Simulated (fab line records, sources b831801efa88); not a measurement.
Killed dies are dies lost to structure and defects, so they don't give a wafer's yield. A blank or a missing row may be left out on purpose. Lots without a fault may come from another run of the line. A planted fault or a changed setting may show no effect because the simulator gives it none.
Chamber matching | flow sky130 | SKY_VIA1_CMP_02 on cmp-01: 4 sister chambers
The step polishes SiO2. 4 wafers are shown with their chamber, then 8 later ones without.

WAFERS WITH THEIR CHAMBER
wafer  | chamber | motor_current_A (A)
L250.4 | 2       | 11.6
L252.4 | 1       | 12.2
L251.4 | 0       | 15.0
L260.1 | 3       | 11.6

WAFERS WITHOUT THEIR CHAMBER
wafer  | motor_current_A (A)
L260.4 | 15.3
L260.5 | 11.3
L261.1 | 15.1
L261.4 | 11.2
L261.6 | 15.1
L262.1 | 11.1
L262.3 | 12.0
L262.4 | 11.2

WHICH CHAMBER EACH WENT THROUGH
wafer  | from the rows above          | in truth
L260.4 | 0                            | 0
L260.5 | can't be placed: 2 or 3 or 1 | 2
L261.1 | 0                            | 0
L261.4 | can't be placed: 2 or 3 or 1 | 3
L261.6 | 0                            | 0
L262.1 | can't be placed: 2 or 3 or 1 | 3
L262.3 | can't be placed: 1 or 2 or 3 | 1
L262.4 | can't be placed: 2 or 3 or 1 | 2
Placed correctly: 3 of 8. Can't be placed from these rows: 5 (the true chamber is among the candidates in 5). Placed wrongly: 0.
How it was worked out, from the rows above alone: a wafer's distance from a chamber is the root of the sum, over the readings, of the square of ((its reading less the chamber's mean) divided by the reading's scatter). The wafer belongs to the nearest chamber; if the next one is less than 2 further off, it can't be placed. A chamber's mean is the mean of its shown wafers. The scatter: with one shown wafer a chamber, the root of the mean of the squares of how far each hidden wafer lies from its nearest shown one.
